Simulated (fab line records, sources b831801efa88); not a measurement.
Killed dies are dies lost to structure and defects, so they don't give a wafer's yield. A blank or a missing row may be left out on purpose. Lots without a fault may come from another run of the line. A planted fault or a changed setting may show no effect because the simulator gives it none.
Which tool did it? | flow gf180mcu | 24 lots, 72 wafers sampled, at 5 steps of a route of 602

WHAT THE GAUGES READ, wafer by wafer
GF_V2_RS_MEAS_24: measures by four-point-probe. Usual: V2_W_RS 0.3288 ohm/sq, standard deviation 0.0028.
lot  | measured     | on            | V2_W_RS (ohm/sq)     | flag
L074 | day 20 09:49 | film_metro-04 | 0.3273 0.3282 0.3267 |
L075 | day 20 23:06 | film_metro-01 | 0.3265 0.3248 0.3307 |
L076 | day 21 04:10 | film_metro-03 | 0.3278 0.3347 0.3317 |
L077 | day 21 17:35 | film_metro-03 | 0.3299 0.3291 0.3261 |
L078 | day 22 06:23 | film_metro-03 | 0.3295 0.3283 0.3255 |
L079 | day 22 08:21 | film_metro-04 | 0.3268 0.3242 0.3278 |
L080 | day 23 04:25 | film_metro-04 | 0.3294 0.3298 0.3275 |
L081 | day 23 10:13 | film_metro-03 | 0.3272 0.3313 0.3322 |
L082 | day 23 10:58 | film_metro-01 | 0.3312 0.3373 0.3330 |
L084 | day 23 23:45 | film_metro-01 | 0.3284 0.3289 0.3305 |
L083 | day 24 04:13 | film_metro-03 | 0.3350 0.3291 0.3320 |
L085 | day 24 19:43 | film_metro-03 | 0.3275 0.3279 0.3266 |
L086 | day 24 22:35 | film_metro-03 | 0.3322 0.3310 0.3300 |
L087 | day 25 07:55 | film_metro-01 | 0.3270 0.3261 0.3228 |
L088 | day 25 12:16 | film_metro-04 | 0.3226 0.3242 0.3302 |
L089 | day 25 17:08 | film_metro-01 | 0.3299 0.3319 0.3300 |
L090 | day 25 21:02 | film_metro-01 | 0.3253 0.3304 0.3289 |
L091 | day 26 04:52 | film_metro-03 | 0.3290 0.3294 0.3240 |
L092 | day 26 16:11 | film_metro-03 | 0.3253 0.3267 0.3274 |
L093 | day 27 02:09 | film_metro-03 | 0.3291 0.3264 0.3249 |
L094 | day 27 07:11 | film_metro-04 | 0.3278 0.3324 0.3300 |
L095 | day 27 13:16 | film_metro-03 | 0.3302 0.3296 0.3288 |
L096 | day 28 07:52 | film_metro-03 | 0.3287 0.3294 0.3288 |
L097 | day 28 08:33 | film_metro-01 | 0.3326 0.3266 0.3315 |

GF_M4_CD_MEAS_14: target cd 280 nm. Usual: cd_nm 280.7 nm, standard deviation 1.2.
lot  | measured     | on        | cd_nm (nm)        | flag
L074 | day 23 11:57 | cd_sem-02 | 279.8 278.9 279.2 |
L075 | day 24 00:16 | cd_sem-01 | 282.5 282.8 283.4 |
L076 | day 24 04:44 | cd_sem-02 | 281.9 280.9 279.7 |
L077 | day 24 17:58 | cd_sem-02 | 280.6 280.5 281.9 |
L078 | day 25 05:26 | cd_sem-01 | 280.0 280.8 280.0 |
L079 | day 25 07:52 | cd_sem-02 | 279.7 280.6 279.8 |
L080 | day 26 01:40 | cd_sem-02 | 279.1 279.8 280.3 |
L081 | day 26 07:19 | cd_sem-01 | 282.5 283.5 282.5 |
L082 | day 26 09:16 | cd_sem-01 | 280.5 280.7 279.9 |
L084 | day 26 20:07 | cd_sem-01 | 277.7 278.4 278.7 |
L083 | day 27 00:13 | cd_sem-01 | 281.5 282.0 281.9 |
L085 | day 27 14:01 | cd_sem-02 | 279.3 281.8 281.3 |
L086 | day 27 17:29 | cd_sem-02 | 281.3 280.6 281.9 |
L087 | day 28 02:55 | cd_sem-02 | 279.7 279.9 279.6 |
L088 | day 28 05:52 | cd_sem-02 | 282.8 281.8 283.5 |
L089 | day 28 10:31 | cd_sem-01 | 280.7 280.6 281.6 |
L090 | day 28 13:46 | cd_sem-01 | 279.5 279.6 280.2 |
L091 | day 28 21:34 | cd_sem-01 | 281.2 281.5 281.2 |
L092 | day 29 08:19 | cd_sem-01 | 280.5 281.8 280.6 |
L093 | day 29 16:25 | cd_sem-02 | 280.5 280.2 280.1 |
L094 | day 29 22:01 | cd_sem-01 | 280.5 280.2 281.2 |
L095 | day 30 02:28 | cd_sem-02 | 281.1 280.9 278.5 |
L096 | day 30 19:25 | cd_sem-01 | 278.7 280.0 279.6 |
L097 | day 30 21:25 | cd_sem-01 | 279.7 280.7 280.7 |

GF_M4_OVL_MEAS_15. Usual: M4_OVL 3 nm, standard deviation 5.1.
lot  | measured     | on         | M4_OVL (nm) | flag
L074 | day 23 12:02 | overlay-02 | 3 1 3       |
L075 | day 24 00:23 | overlay-01 | 5 10 2      |
L076 | day 24 04:51 | overlay-02 | 5 3 4       |
L077 | day 24 18:03 | overlay-02 | 9 13 7      |
L078 | day 25 05:32 | overlay-01 | 1 -2 -5     |
L079 | day 25 07:59 | overlay-01 | -2 -1 5     |
L080 | day 26 01:47 | overlay-02 | 2 -4 -5     |
L081 | day 26 07:26 | overlay-02 | 6 12 15     |
L082 | day 26 09:23 | overlay-01 | 9 -1 8      |
L084 | day 26 20:14 | overlay-01 | 5 1 5       |
L083 | day 27 00:20 | overlay-01 | -1 0 0      |
L085 | day 27 14:08 | overlay-01 | 11 5 3      |
L086 | day 27 17:34 | overlay-01 | 6 8 7       |
L087 | day 28 03:02 | overlay-01 | 1 -5 3      |
L088 | day 28 05:59 | overlay-01 | 10 9 8      |
L089 | day 28 10:38 | overlay-01 | 7 -4 1      |
L090 | day 28 13:53 | overlay-01 | 4 2 6       |
L091 | day 28 21:41 | overlay-02 | 9 -1 2      |
L092 | day 29 08:26 | overlay-01 | 6 5 5       |
L093 | day 29 16:30 | overlay-01 | -1 -2 -1    |
L094 | day 29 22:08 | overlay-01 | 10 12 9     |
L095 | day 30 02:35 | overlay-01 | -5 8 4      |
L096 | day 30 19:32 | overlay-01 | 9 -5 4      |
L097 | day 30 21:32 | overlay-01 | 5 7 7       |

WHICH TOOL RAN EACH LOT (tool, then ch and the chambers of the sampled wafers, then the start)
lot  | GF_V2_CVD_02                    | GF_V3_STRIP_18
L074 | pecvd-03 ch 0,2, day 19 08:17   | plasma_asher-01 ch 0,1, day 22 11:50
L075 | pecvd-04 ch 1,2, day 19 21:29   | plasma_asher-03 ch 0,1, day 23 00:28
L076 | pecvd-01 ch 1,2, day 20 02:20   | plasma_asher-03 ch 1, day 23 04:31
L077 | pecvd-01 ch 0,1,2, day 20 15:35 | plasma_asher-02 ch 0,1, day 23 18:06
L078 | pecvd-01 ch 1,2, day 21 05:40   | plasma_asher-02 ch 0,1, day 24 06:06
L079 | pecvd-03 ch 0,2, day 21 06:42   | plasma_asher-03 ch 0,1, day 24 08:43
L080 | pecvd-04 ch 0,2, day 22 03:37   | plasma_asher-03 ch 0,1, day 25 03:03
L081 | pecvd-03 ch 0,1,2, day 22 09:12 | plasma_asher-01 ch 0,1, day 25 08:25
L082 | pecvd-04 ch 0,1,2, day 22 09:57 | plasma_asher-01 ch 0,1, day 25 10:19
L084 | pecvd-03 ch 0,1,2, day 23 00:13 | plasma_asher-03 ch 0,1, day 25 21:18
L083 | pecvd-01 ch 0,2, day 23 03:57   | plasma_asher-02 ch 0,1, day 26 01:37
L085 | pecvd-04 ch 0,1,2, day 23 19:34 | plasma_asher-02 ch 0,1, day 26 16:13
L086 | pecvd-01 ch 0,1,2, day 23 22:46 | plasma_asher-03 ch 0,1, day 26 19:36
L087 | pecvd-01 ch 0,1,2, day 24 08:07 | plasma_asher-03 ch 0,1, day 27 04:58
L088 | pecvd-04 ch 0,1,2, day 24 11:37 | plasma_asher-01 ch 0,1, day 27 08:40
L089 | pecvd-01 ch 1,2, day 24 17:56   | plasma_asher-02 ch 0,1, day 27 13:15
L090 | pecvd-03 ch 0,2, day 24 22:36   | plasma_asher-03 ch 0, day 27 16:54
L091 | pecvd-04 ch 0,1,2, day 25 06:42 | plasma_asher-01 ch 0,1, day 28 00:54
L092 | pecvd-01 ch 0,1,2, day 25 17:26 | plasma_asher-02 ch 0,1, day 28 11:09
L093 | pecvd-01 ch 0,2, day 26 03:17   | plasma_asher-01 ch 0,1, day 28 20:20
L094 | pecvd-04 ch 0,1,2, day 26 08:36 | plasma_asher-01 ch 0,1, day 29 01:22
L095 | pecvd-04 ch 0,1,2, day 26 15:24 | plasma_asher-02 ch 0, day 29 06:13
L096 | pecvd-04 ch 1,2, day 27 09:51   | plasma_asher-01 ch 0,1, day 30 00:43
L097 | pecvd-03 ch 1,2, day 27 11:22   | plasma_asher-01 ch 0,1, day 30 01:25
- GF_V2_CVD_02: deposits SiO2 from TEOS, target thk 850 nm, time 94.851 s.
- GF_V3_STRIP_18: strips in O2/N2.

WHAT THE TOOLS THEMSELVES READ (means of the sampled wafers that have a number; where no wafer has one, the mark that the record gives instead)
GF_V2_CVD_02. Usual: heater_power_w 659 W, standard deviation 99.
lot  | tool     | heater_power_w (W) | flag
L074 | pecvd-03 | 675                |
L075 | pecvd-04 | 643                |
L076 | pecvd-01 | 705                |
L077 | pecvd-01 | 640                |
L078 | pecvd-01 | 638                |
L079 | pecvd-03 | 723                |
L080 | pecvd-04 | 678                |
L081 | pecvd-03 | 710                |
L082 | pecvd-04 | 702                |
L084 | pecvd-03 | 710                |
L083 | pecvd-01 | 633                |
L085 | pecvd-04 | 679                |
L086 | pecvd-01 | 615                |
L087 | pecvd-01 | 643                |
L088 | pecvd-04 | 619                |
L089 | pecvd-01 | 598                |
L090 | pecvd-03 | 650                |
L091 | pecvd-04 | 698                |
L092 | pecvd-01 | 586                |
L093 | pecvd-01 | 673                |
L094 | pecvd-04 | 641                |
L095 | pecvd-04 | 671                |
L096 | pecvd-04 | 741                |
L097 | pecvd-03 | 658                |

GF_V3_STRIP_18. Usual: chamber_pressure_mTorr 1500.0 mTorr, standard deviation 1.3; drypump_motor_current_A 5.5 A, standard deviation 0.56; heater_power_w 322 W, standard deviation 30; oes_product_au 0.592 a.u., standard deviation 0.0047.
lot  | tool            | chamber_pressure_mTorr (mTorr) | drypump_motor_current_A (A) | heater_power_w (W) | oes_product_au (a.u.) | flag
L074 | plasma_asher-01 | 1499.6                         | 5.6                         | 329                | 0.596                 |
L075 | plasma_asher-03 | 1500.0                         | 5.1                         | 331                | 0.592                 |
L076 | plasma_asher-03 | 1499.9                         | 5.8                         | 333                | 0.596                 |
L077 | plasma_asher-02 | 1498.7                         | 5.8                         | 328                | 0.592                 |
L078 | plasma_asher-02 | 1499.1                         | 5.8                         | 327                | 0.593                 |
L079 | plasma_asher-03 | 1499.7                         | 5.5                         | 328                | 0.590                 |
L080 | plasma_asher-03 | 1501.4                         | 5.1                         | 329                | 0.593                 |
L081 | plasma_asher-01 | 1498.5                         | 5.5                         | 305                | 0.595                 |
L082 | plasma_asher-01 | 1499.6                         | 5.5                         | 310                | 0.591                 |
L084 | plasma_asher-03 | 1501.2                         | 5.5                         | 329                | 0.592                 |
L083 | plasma_asher-02 | 1499.3                         | 5.3                         | 301                | 0.593                 |
L085 | plasma_asher-02 | 1501.0                         | 5.8                         | 330                | 0.595                 |
L086 | plasma_asher-03 | 1500.4                         | 5.1                         | 332                | 0.591                 |
L087 | plasma_asher-03 | 1499.3                         | 5.1                         | 332                | 0.593                 |
L088 | plasma_asher-01 | 1499.2                         | 5.5                         | 314                | 0.592                 |
L089 | plasma_asher-02 | 1500.1                         | 5.8                         | 330                | 0.596                 |
L090 | plasma_asher-03 | 1499.5                         | 4.8                         | 334                | 0.588                 |
L091 | plasma_asher-01 | 1500.1                         | 5.6                         | 331                | 0.592                 |
L092 | plasma_asher-02 | 1500.3                         | 5.3                         | 300                | 0.590                 |
L093 | plasma_asher-01 | 1499.9                         | 5.5                         | 312                | 0.590                 |
L094 | plasma_asher-01 | 1500.3                         | 5.5                         | 315                | 0.587                 |
L095 | plasma_asher-02 | 1499.0                         | 6.4                         | 354                | 0.591                 |
L096 | plasma_asher-01 | 1499.5                         | 5.6                         | 336                | 0.598                 |
L097 | plasma_asher-01 | 1499.0                         | 5.6                         | 331                | 0.597                 |

THE ANSWER, worked out from the rows above alone
Rule: a lot is off if the mean of its wafers that have a number lies more than 3 standard deviations from the usual mean. A lot without any number at a reading at which 4 lots or more have one is off too. The other lots that the step has rows for count as sound. The gauges are gone through in route order, then the tools' own readings, and for those a lot's mean is taken as printed above. The first step at which some lot is off is used, and at that step the reading that is off furthest; a lot without a number counts as furthest.
No lot is off at any reading shown: from this, nothing can be told.

WHAT THE SIMULATOR HAD PUT IN
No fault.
